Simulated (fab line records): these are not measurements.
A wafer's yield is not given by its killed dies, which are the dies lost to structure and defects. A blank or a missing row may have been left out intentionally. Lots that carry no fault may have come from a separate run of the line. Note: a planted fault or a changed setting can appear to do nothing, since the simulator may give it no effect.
Which tool was responsible? :: flow gf180mcu :: Sampling: 24 lots, 72 wafers, 6 of 602 route steps

== WHAT THE GAUGES READ, wafer by wafer ==
GF_HV_LDD_TW_MEAS_38. Usual: HV_LDD_3_TW typically reads 1438, with standard deviation 7.6.
lot: L074
measured: day 11 17:52
on: filmMetro-02
HV_LDD_3_TW: 1445 1441 1440
flag: 

lot: L075
measured: day 11 22:04
on: filmMetro-04
HV_LDD_3_TW: 1443 1440 1440
flag: 

lot: L076
measured: day 12 06:17
on: filmMetro-03
HV_LDD_3_TW: 1442 1431 1433
flag: 

lot: L077
measured: day 12 14:17
on: filmMetro-03
HV_LDD_3_TW: 1430 1436 1431
flag: 

lot: L078
measured: day 12 20:34
on: filmMetro-03
HV_LDD_3_TW: 1436 1437 1442
flag: 

lot: L079
measured: day 13 07:01
on: filmMetro-04
HV_LDD_3_TW: 1441 1440 1441
flag: 

lot: L080
measured: day 13 18:08
on: filmMetro-03
HV_LDD_3_TW: 1430 1427 1429
flag: 

lot: L081
measured: day 14 03:40
on: filmMetro-02
HV_LDD_3_TW: 1441 1443 1436
flag: 

lot: L083
measured: day 14 08:14
on: filmMetro-04
HV_LDD_3_TW: 1450 1447 1456
flag: 

lot: L082
measured: day 14 10:07
on: filmMetro-04
HV_LDD_3_TW: 1449 1456 1456
flag: 

lot: L084
measured: day 14 21:14
on: filmMetro-03
HV_LDD_3_TW: 1430 1431 1435
flag: 

lot: L085
measured: day 15 09:22
on: filmMetro-03
HV_LDD_3_TW: 1441 1429 1426
flag: 

lot: L086
measured: day 15 17:43
on: filmMetro-04
HV_LDD_3_TW: 1449 1438 1436
flag: 

lot: L088
measured: day 16 02:23
on: filmMetro-04
HV_LDD_3_TW: 1442 1438 1442
flag: 

lot: L087
measured: day 16 03:56
on: filmMetro-02
HV_LDD_3_TW: 1447 1449 1447
flag: 

lot: L089
measured: day 16 16:05
on: filmMetro-04
HV_LDD_3_TW: 1438 1438 1440
flag: 

lot: L090
measured: day 16 16:23
on: filmMetro-03
HV_LDD_3_TW: 1431 1432 1432
flag: 

lot: L091
measured: day 17 02:07
on: filmMetro-03
HV_LDD_3_TW: 1439 1430 1431
flag: 

lot: L092
measured: day 17 11:38
on: filmMetro-04
HV_LDD_3_TW: 1445 1435 1442
flag: 

lot: L093
measured: day 17 20:46
on: filmMetro-03
HV_LDD_3_TW: 1429 1431 1435
flag: 

lot: L094
measured: day 18 05:13
on: filmMetro-02
HV_LDD_3_TW: 1450 1442 1439
flag: 

lot: L095
measured: day 18 11:39
on: filmMetro-03
HV_LDD_3_TW: 1426 1426 1426
flag: 

lot: L096
measured: day 18 16:33
on: filmMetro-02
HV_LDD_3_TW: 1438 1434 1440
flag: 

lot: L097
measured: day 19 00:38
on: filmMetro-04
HV_LDD_3_TW: 1440 1427 1438
flag: 

GF_CONTACT_CD_MEAS_14: the cd target is 220 nm. Usual: cdNm 219.4 nm, standard deviation 1.5.
lot: L074
measured: day 16 05:40
on: cdSem-01
cdNm (nm): 220.6 220.3 220.2
flag: 

lot: L075
measured: day 16 09:14
on: cdSem-02
cdNm (nm): 222.8 220.8 221.3
flag: 

lot: L076
measured: day 16 19:51
on: cdSem-01
cdNm (nm): 219.9 219.3 220.4
flag: 

lot: L077
measured: day 17 05:23
on: cdSem-01
cdNm (nm): 219.4 218.4 218.3
flag: 

lot: L078
measured: day 17 13:09
on: cdSem-02
cdNm (nm): 218.8 218.0 218.7
flag: 

lot: L079
measured: day 17 23:40
on: cdSem-01
cdNm (nm): 217.3 217.8 219.0
flag: 

lot: L080
measured: day 18 13:32
on: cdSem-02
cdNm (nm): 217.9 219.9 217.6
flag: 

lot: L081
measured: day 19 01:43
on: cdSem-02
cdNm (nm): 216.7 218.2 215.9
flag: 

lot: L083
measured: day 19 05:42
on: cdSem-02
cdNm (nm): 219.9 219.4 218.8
flag: 

lot: L082
measured: day 19 09:43
on: cdSem-01
cdNm (nm): 220.3 222.3 219.8
flag: 

lot: L084
measured: day 19 20:40
on: cdSem-02
cdNm (nm): 221.2 221.8 221.4
flag: 

lot: L085
measured: day 20 12:08
on: cdSem-01
cdNm (nm): 219.0 219.9 219.1
flag: 

lot: L086
measured: day 20 22:35
on: cdSem-02
cdNm (nm): 216.7 218.2 216.5
flag: 

lot: L088
measured: day 21 04:50
on: cdSem-01
cdNm (nm): 219.1 219.2 220.0
flag: 

lot: L087
measured: day 21 08:06
on: cdSem-01
cdNm (nm): 218.7 221.0 218.2
flag: 

lot: L089
measured: day 21 20:41
on: cdSem-02
cdNm (nm): 220.4 220.0 219.4
flag: 

lot: L090
measured: day 21 21:38
on: cdSem-01
cdNm (nm): 218.8 219.9 219.0
flag: 

lot: L091
measured: day 22 07:07
on: cdSem-01
cdNm (nm): 221.3 219.9 220.0
flag: 

lot: L092
measured: day 22 18:26
on: cdSem-02
cdNm (nm): 218.4 217.4 219.1
flag: 

lot: L093
measured: day 23 01:46
on: cdSem-01
cdNm (nm): 220.5 220.3 220.5
flag: 

lot: L094
measured: day 23 08:31
on: cdSem-01
cdNm (nm): 217.4 216.7 217.7
flag: 

lot: L095
measured: day 24 00:09
on: cdSem-01
cdNm (nm): 218.5 220.1 218.7
flag: 

lot: L096
measured: day 24 01:56
on: cdSem-01
cdNm (nm): 219.5 219.3 221.0
flag: 

lot: L097
measured: day 24 04:02
on: cdSem-01
cdNm (nm): 222.4 221.1 221.7
flag: 

GF_V1_THK_MEAS_01. Usual: V1_CVD_00_THK typically reads 601 nm, with standard deviation 6.5.
lot: L074
measured: day 17 06:33
on: filmMetro-04
V1_CVD_00_THK (nm): 607 605 598
flag: 

lot: L075
measured: day 17 11:25
on: filmMetro-04
V1_CVD_00_THK (nm): 597 609 598
flag: 

lot: L076
measured: day 17 21:19
on: filmMetro-02
V1_CVD_00_THK (nm): 602 599 604
flag: 

lot: L077
measured: day 18 07:14
on: filmMetro-04
V1_CVD_00_THK (nm): 598 606 600
flag: 

lot: L078
measured: day 18 14:56
on: filmMetro-04
V1_CVD_00_THK (nm): 602 603 604
flag: 

lot: L079
measured: day 19 01:42
on: filmMetro-01
V1_CVD_00_THK (nm): 610 605 612
flag: 

lot: L080
measured: day 19 16:19
on: filmMetro-01
V1_CVD_00_THK (nm): 599 603 603
flag: 

lot: L081
measured: day 20 04:38
on: filmMetro-01
V1_CVD_00_THK (nm): 590 584 595
flag: 

lot: L083
measured: day 20 08:29
on: filmMetro-04
V1_CVD_00_THK (nm): 615 605 615
flag: 

lot: L082
measured: day 20 12:21
on: filmMetro-01
V1_CVD_00_THK (nm): 600 607 608
flag: 

lot: L084
measured: day 20 23:36
on: filmMetro-01
V1_CVD_00_THK (nm): 596 607 594
flag: 

lot: L085
measured: day 21 14:57
on: filmMetro-01
V1_CVD_00_THK (nm): 600 591 592
flag: 

lot: L086
measured: day 22 00:30
on: filmMetro-04
V1_CVD_00_THK (nm): 594 596 602
flag: 

lot: L088
measured: day 22 06:28
on: filmMetro-01
V1_CVD_00_THK (nm): 596 601 602
flag: 

lot: L087
measured: day 22 09:27
on: filmMetro-01
V1_CVD_00_THK (nm): 605 600 594
flag: 

lot: L089
measured: day 22 22:28
on: filmMetro-01
V1_CVD_00_THK (nm): 610 611 606
flag: 

lot: L090
measured: day 22 23:07
on: filmMetro-01
V1_CVD_00_THK (nm): 611 609 604
flag: 

lot: L091
measured: day 23 07:55
on: filmMetro-02
V1_CVD_00_THK (nm): 602 598 598
flag: 

lot: L092
measured: day 24 02:28
on: filmMetro-01
V1_CVD_00_THK (nm): 605 604 610
flag: 

lot: L093
measured: day 24 04:49
on: filmMetro-04
V1_CVD_00_THK (nm): 607 605 603
flag: 

lot: L094
measured: day 24 09:46
on: filmMetro-01
V1_CVD_00_THK (nm): 594 595 592
flag: 

lot: L095
measured: day 24 23:31
on: filmMetro-02
V1_CVD_00_THK (nm): 611 593 608
flag: 

lot: L096
measured: day 25 02:41
on: filmMetro-01
V1_CVD_00_THK (nm): 591 586 594
flag: 

lot: L097
measured: day 25 04:29
on: filmMetro-02
V1_CVD_00_THK (nm): 595 596 591
flag: 

GF_M3_OVL_MEAS_15. Usual: M3_OVL typically reads 1 nm, with standard deviation 4.6.
lot: L074
measured: day 21 11:19
on: overlay-01
M3_OVL (nm): 0 -2 2
flag: 

lot: L075
measured: day 21 16:10
on: overlay-01
M3_OVL (nm): 7 10 4
flag: 

lot: L076
measured: day 22 02:02
on: overlay-01
M3_OVL (nm): 4 3 1
flag: 

lot: L077
measured: day 22 12:23
on: overlay-02
M3_OVL (nm): -3 5 6
flag: 

lot: L078
measured: day 22 20:58
on: overlay-02
M3_OVL (nm): -5 -6 -7
flag: 

lot: L079
measured: day 23 05:25
on: overlay-01
M3_OVL (nm): 1 1 7
flag: 

lot: L080
measured: day 24 02:02
on: overlay-01
M3_OVL (nm): 3 4 4
flag: 

lot: L081
measured: day 24 06:13
on: overlay-02
M3_OVL (nm): 3 -5 -1
flag: 

lot: L083
measured: day 24 09:14
on: overlay-02
M3_OVL (nm): 3 0 0
flag: 

lot: L082
measured: day 24 12:25
on: overlay-01
M3_OVL (nm): -3 -4 -5
flag: 

lot: L084
measured: day 25 03:29
on: overlay-01
M3_OVL (nm): -5 -2 4
flag: 

lot: L085
measured: day 25 22:20
on: overlay-01
M3_OVL (nm): 5 12 7
flag: 

lot: L086
measured: day 26 01:29
on: overlay-01
M3_OVL (nm): 5 8 10
flag: 

lot: L088
measured: day 26 03:14
on: overlay-02
M3_OVL (nm): 2 -2 -10
flag: 

lot: L087
measured: day 26 06:40
on: overlay-01
M3_OVL (nm): 1 0 5
flag: 

lot: L089
measured: day 26 23:13
on: overlay-01
M3_OVL (nm): 3 2 -2
flag: 

lot: L090
measured: day 26 23:42
on: overlay-01
M3_OVL (nm): 0 -3 2
flag: 

lot: L091
measured: day 27 04:10
on: overlay-01
M3_OVL (nm): -3 -2 3
flag: 

lot: L092
measured: day 27 19:49
on: overlay-02
M3_OVL (nm): 1 -2 -6
flag: 

lot: L093
measured: day 27 22:13
on: overlay-02
M3_OVL (nm): 0 3 0
flag: 

lot: L094
measured: day 28 02:23
on: overlay-01
M3_OVL (nm): 10 5 3
flag: 

lot: L095
measured: day 28 14:25
on: overlay-02
M3_OVL (nm): -9 -1 1
flag: 

lot: L096
measured: day 28 16:53
on: overlay-02
M3_OVL (nm): -2 5 3
flag: 

lot: L097
measured: day 28 19:13
on: overlay-02
M3_OVL (nm): 10 13 10
flag: 

== TOOL THAT RAN EACH LOT (tool first, then ch and the chambers of the sampled wafers, then the start) ==
lot: L074
GF_M2_METAL_ETCH_16: rieMetal-02 ch 0,1, day 19 08:34
GF_M3_SPUTTER_01: pvdSputter-03, day 20 11:34

lot: L075
GF_M2_METAL_ETCH_16: rieMetal-02 ch 0,1, day 19 13:13
GF_M3_SPUTTER_01: pvdSputter-01, day 20 15:49

lot: L076
GF_M2_METAL_ETCH_16: rieMetal-01 ch 0,1, day 19 23:39
GF_M3_SPUTTER_01: pvdSputter-03, day 21 02:01

lot: L077
GF_M2_METAL_ETCH_16: rieMetal-01 ch 0,1, day 20 09:46
GF_M3_SPUTTER_01: pvdSputter-01, day 21 13:05

lot: L078
GF_M2_METAL_ETCH_16: rieMetal-03 ch 0,1, day 20 18:25
GF_M3_SPUTTER_01: pvdSputter-03, day 21 21:35

lot: L079
GF_M2_METAL_ETCH_16: rieMetal-02 ch 0,1, day 21 03:58
GF_M3_SPUTTER_01: pvdSputter-03, day 22 06:37

lot: L080
GF_M2_METAL_ETCH_16: rieMetal-03 ch 0,1, day 21 19:46
GF_M3_SPUTTER_01: pvdSputter-01, day 23 03:47

lot: L081
GF_M2_METAL_ETCH_16: rieMetal-01 ch 0,1, day 22 06:25
GF_M3_SPUTTER_01: pvdSputter-01, day 23 07:51

lot: L083
GF_M2_METAL_ETCH_16: rieMetal-02 ch 0,1, day 22 10:01
GF_M3_SPUTTER_01: pvdSputter-01, day 23 10:13

lot: L082
GF_M2_METAL_ETCH_16: rieMetal-02 ch 1, day 22 14:31
GF_M3_SPUTTER_01: pvdSputter-03, day 23 14:37

lot: L084
GF_M2_METAL_ETCH_16: rieMetal-02 ch 0,1, day 23 00:31
GF_M3_SPUTTER_01: pvdSputter-03, day 24 04:57

lot: L085
GF_M2_METAL_ETCH_16: rieMetal-02 ch 0,1, day 24 00:40
GF_M3_SPUTTER_01: pvdSputter-03, day 25 01:01

lot: L086
GF_M2_METAL_ETCH_16: rieMetal-02 ch 0,1, day 24 03:22
GF_M3_SPUTTER_01: pvdSputter-03, day 25 04:15

lot: L088
GF_M2_METAL_ETCH_16: rieMetal-03 ch 0,1, day 24 06:01
GF_M3_SPUTTER_01: pvdSputter-02, day 25 06:34

lot: L087
GF_M2_METAL_ETCH_16: rieMetal-01 ch 0, day 24 08:19
GF_M3_SPUTTER_01: pvdSputter-01, day 25 09:09

lot: L089
GF_M2_METAL_ETCH_16: rieMetal-02 ch 0, day 25 01:46
GF_M3_SPUTTER_01: pvdSputter-01, day 26 02:37

lot: L090
GF_M2_METAL_ETCH_16: rieMetal-01 ch 0,1, day 25 01:55
GF_M3_SPUTTER_01: pvdSputter-02, day 26 02:41

lot: L091
GF_M2_METAL_ETCH_16: rieMetal-03 ch 0,1, day 25 07:16
GF_M3_SPUTTER_01: pvdSputter-02, day 26 07:40

lot: L092
GF_M2_METAL_ETCH_16: rieMetal-01 ch 0,1, day 26 00:19
GF_M3_SPUTTER_01: pvdSputter-03, day 27 00:07

lot: L093
GF_M2_METAL_ETCH_16: rieMetal-03 ch 0,1, day 26 02:14
GF_M3_SPUTTER_01: pvdSputter-02, day 27 01:46

lot: L094
GF_M2_METAL_ETCH_16: rieMetal-02 ch 0,1, day 26 07:04
GF_M3_SPUTTER_01: pvdSputter-03, day 27 06:22

lot: L095
GF_M2_METAL_ETCH_16: rieMetal-01 ch 0,1, day 26 19:19
GF_M3_SPUTTER_01: pvdSputter-03, day 27 18:05

lot: L096
GF_M2_METAL_ETCH_16: rieMetal-01 ch 0,1, day 26 23:29
GF_M3_SPUTTER_01: pvdSputter-03, day 27 21:40

lot: L097
GF_M2_METAL_ETCH_16: rieMetal-03 ch 0,1, day 27 00:25
GF_M3_SPUTTER_01: pvdSputter-02, day 27 23:42
- GF_M2_METAL_ETCH_16: etches the open film in Cl2/BCl3, stops on SiO2, target depth 750.8 nm, time 125.1 s.
- GF_M3_SPUTTER_01: material TiN, target thk 30 nm, time 25 s.

== AS READ BY THE TOOLS THEMSELVES (means over the sampled wafers that have a number; for cases with no such wafer, the mark the record gives instead) ==
GF_M2_METAL_ETCH_16. Usual: drypumpMotorCurrentA 5.8 A, standard deviation 0.4; oesProductAu 0.989 a.u., standard deviation 0.0053; throttleValvePct 28.231 %, standard deviation 0.011.
lot: L074
tool: rieMetal-02
drypumpMotorCurrentA (A): 6.0
oesProductAu (a.u.): 0.996
throttleValvePct (%): 28.239
flag: 

lot: L075
tool: rieMetal-02
drypumpMotorCurrentA (A): 6.0
oesProductAu (a.u.): 0.993
throttleValvePct (%): 28.231
flag: 

lot: L076
tool: rieMetal-01
drypumpMotorCurrentA (A): 5.5
oesProductAu (a.u.): 0.983
throttleValvePct (%): 28.241
flag: 

lot: L077
tool: rieMetal-01
drypumpMotorCurrentA (A): 5.5
oesProductAu (a.u.): 0.987
throttleValvePct (%): 28.234
flag: 

lot: L078
tool: rieMetal-03
drypumpMotorCurrentA (A): 5.7
oesProductAu (a.u.): 0.988
throttleValvePct (%): 28.224
flag: 

lot: L079
tool: rieMetal-02
drypumpMotorCurrentA (A): 6.2
oesProductAu (a.u.): 0.990
throttleValvePct (%): 28.227
flag: 

lot: L080
tool: rieMetal-03
drypumpMotorCurrentA (A): 5.8
oesProductAu (a.u.): 0.993
throttleValvePct (%): 28.233
flag: 

lot: L081
tool: rieMetal-01
drypumpMotorCurrentA (A): 5.5
oesProductAu (a.u.): 0.989
throttleValvePct (%): 28.236
flag: 

lot: L083
tool: rieMetal-02
drypumpMotorCurrentA (A): 6.3
oesProductAu (a.u.): 0.990
throttleValvePct (%): 28.232
flag: 

lot: L082
tool: rieMetal-02
drypumpMotorCurrentA (A): 5.8
oesProductAu (a.u.): 0.996
throttleValvePct (%): 28.232
flag: 

lot: L084
tool: rieMetal-02
drypumpMotorCurrentA (A): 6.2
oesProductAu (a.u.): 0.993
throttleValvePct (%): 28.228
flag: 

lot: L085
tool: rieMetal-02
drypumpMotorCurrentA (A): 6.0
oesProductAu (a.u.): 0.990
throttleValvePct (%): 28.229
flag: 

lot: L086
tool: rieMetal-02
drypumpMotorCurrentA (A): 6.0
oesProductAu (a.u.): 0.992
throttleValvePct (%): 28.228
flag: 

lot: L088
tool: rieMetal-03
drypumpMotorCurrentA (A): 5.8
oesProductAu (a.u.): 0.987
throttleValvePct (%): 28.230
flag: 

lot: L087
tool: rieMetal-01
drypumpMotorCurrentA (A): 5.2
oesProductAu (a.u.): 0.989
throttleValvePct (%): 28.240
flag: 

lot: L089
tool: rieMetal-02
drypumpMotorCurrentA (A): 6.4
oesProductAu (a.u.): 0.992
throttleValvePct (%): 28.226
flag: 

lot: L090
tool: rieMetal-01
drypumpMotorCurrentA (A): 5.3
oesProductAu (a.u.): 0.985
throttleValvePct (%): 28.247
flag: 

lot: L091
tool: rieMetal-03
drypumpMotorCurrentA (A): 5.8
oesProductAu (a.u.): 0.988
throttleValvePct (%): 28.241
flag: 

lot: L092
tool: rieMetal-01
drypumpMotorCurrentA (A): 5.4
oesProductAu (a.u.): 0.985
throttleValvePct (%): 28.242
flag: 

lot: L093
tool: rieMetal-03
drypumpMotorCurrentA (A): 5.7
oesProductAu (a.u.): 0.983
throttleValvePct (%): 28.239
flag: 

lot: L094
tool: rieMetal-02
drypumpMotorCurrentA (A): 6.2
oesProductAu (a.u.): 0.988
throttleValvePct (%): 28.219
flag: 

lot: L095
tool: rieMetal-01
drypumpMotorCurrentA (A): 5.5
oesProductAu (a.u.): 0.989
throttleValvePct (%): 28.224
flag: 

lot: L096
tool: rieMetal-01
drypumpMotorCurrentA (A): 5.5
oesProductAu (a.u.): 0.987
throttleValvePct (%): 28.234
flag: 

lot: L097
tool: rieMetal-03
drypumpMotorCurrentA (A): 5.8
oesProductAu (a.u.): 0.995
throttleValvePct (%): 28.232
flag: 

GF_M3_SPUTTER_01. Usual: throttleValvePct 29.5 %, standard deviation 0.89.
lot: L074
tool: pvdSputter-03
throttleValvePct (%): 29.6
flag: 

lot: L075
tool: pvdSputter-01
throttleValvePct (%): 29.1
flag: 

lot: L076
tool: pvdSputter-03
throttleValvePct (%): 29.8
flag: 

lot: L077
tool: pvdSputter-01
throttleValvePct (%): 30.2
flag: 

lot: L078
tool: pvdSputter-03
throttleValvePct (%): 29.6
flag: 

lot: L079
tool: pvdSputter-03
throttleValvePct (%): 29.2
flag: 

lot: L080
tool: pvdSputter-01
throttleValvePct (%): 28.7
flag: 

lot: L081
tool: pvdSputter-01
throttleValvePct (%): 30.2
flag: 

lot: L083
tool: pvdSputter-01
throttleValvePct (%): 29.7
flag: 

lot: L082
tool: pvdSputter-03
throttleValvePct (%): 29.9
flag: 

lot: L084
tool: pvdSputter-03
throttleValvePct (%): 29.8
flag: 

lot: L085
tool: pvdSputter-03
throttleValvePct (%): 29.4
flag: 

lot: L086
tool: pvdSputter-03
throttleValvePct (%): 29.6
flag: 

lot: L088
tool: pvdSputter-02
throttleValvePct (%): 28.6
flag: 

lot: L087
tool: pvdSputter-01
throttleValvePct (%): 29.6
flag: 

lot: L089
tool: pvdSputter-01
throttleValvePct (%): 30.8
flag: 

lot: L090
tool: pvdSputter-02
throttleValvePct (%): 28.7
flag: 

lot: L091
tool: pvdSputter-02
throttleValvePct (%): 28.9
flag: 

lot: L092
tool: pvdSputter-03
throttleValvePct (%): 29.7
flag: 

lot: L093
tool: pvdSputter-02
throttleValvePct (%): 29.1
flag: 

lot: L094
tool: pvdSputter-03
throttleValvePct (%): 29.6
flag: 

lot: L095
tool: pvdSputter-03
throttleValvePct (%): 29.4
flag: 

lot: L096
tool: pvdSputter-03
throttleValvePct (%): 29.9
flag: 

lot: L097
tool: pvdSputter-02
throttleValvePct (%): 28.5
flag: 

== THE ANSWER, worked out from the rows above alone ==
Rule: a lot is off if the mean of its wafers that have a number lies more than 3 standard deviations from the usual mean. A lot without any number at a reading at which 4 lots or more have one is off too. Any other lot the step has rows for is counted as sound. First the gauges in route order, then the tools' own readings, where a lot's mean is used as printed above. At the first step where some lot is off, the reading lying furthest off is the one used; lots without a number count as furthest.
None of the lots is off at any reading shown; this tells nothing.

== WHAT HAD BEEN PUT IN BY THE SIMULATOR ==
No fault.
